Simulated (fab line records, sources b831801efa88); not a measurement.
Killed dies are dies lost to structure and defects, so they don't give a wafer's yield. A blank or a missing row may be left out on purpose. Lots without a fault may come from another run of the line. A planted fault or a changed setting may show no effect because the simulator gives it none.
Chamber matching | flow gf180mcu | GF_MIM_CVD_05 on pecvd-01: 3 sister chambers
The step deposits Si3N4, target thk 42 nm, time 29.086 s. 18 wafers are shown with their chamber, then 9 later ones without.

WAFERS WITH THEIR CHAMBER
wafer  | chamber | heater_power_w (W)
L951.2 | 1       | 835
L951.5 | 2       | 717
L951.6 | 0       | 718
L953.2 | 2       | 692
L953.3 | 1       | 826
L953.6 | 1       | 852
L954.1 | 0       | 688
L954.3 | 0       | 708
L954.4 | 1       | 821
L956.1 | 1       | 820
L956.2 | 0       | 661
L956.5 | 1       | 831
L957.4 | 0       | 681
L957.5 | 1       | 830
L957.6 | 2       | 697
L959.3 | 2       | 650
L959.4 | 1       | 692
L959.6 | 2       | 654

SIGNATURES (means of the wafers above)
reading        | chamber 0 | chamber 1 | chamber 2 | scatter within a chamber
heater_power_w | 691.20    | 813.38    | 682.00    | 39.1
Rule: a wafer's distance from a chamber is the root of the sum, over the readings, of the square of ((its reading less the chamber's mean) divided by the reading's scatter). The wafer belongs to the nearest chamber; if the next one is less than 2 further off, it can't be placed. The scatter: the root of (the sum of the squares of (reading less its chamber's mean) over the shown wafers, divided by (wafers less chambers)).

WAFERS WITHOUT THEIR CHAMBER
wafer  | heater_power_w (W)
L969.1 | 670
L969.3 | 709
L969.4 | 712
L970.1 | 611
L970.3 | 788
L970.5 | 713
L974.2 | 801
L974.3 | 649
L974.5 | 656

WHICH CHAMBER EACH WENT THROUGH
wafer  | from the rows above     | in truth
L969.1 | can't be placed: 2 or 0 | 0
L969.3 | can't be placed: 0 or 2 | 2
L969.4 | can't be placed: 0 or 2 | 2
L970.1 | can't be placed: 2 or 0 | 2
L970.3 | can't be placed: 1 or 0 | 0
L970.5 | can't be placed: 0 or 2 | 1
L974.2 | 1                       | 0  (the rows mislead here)
L974.3 | can't be placed: 2 or 0 | 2
L974.5 | can't be placed: 2 or 0 | 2
Placed correctly: 0 of 9. Can't be placed from these rows: 8 (the true chamber is among the candidates in 7). Placed wrongly: 1.
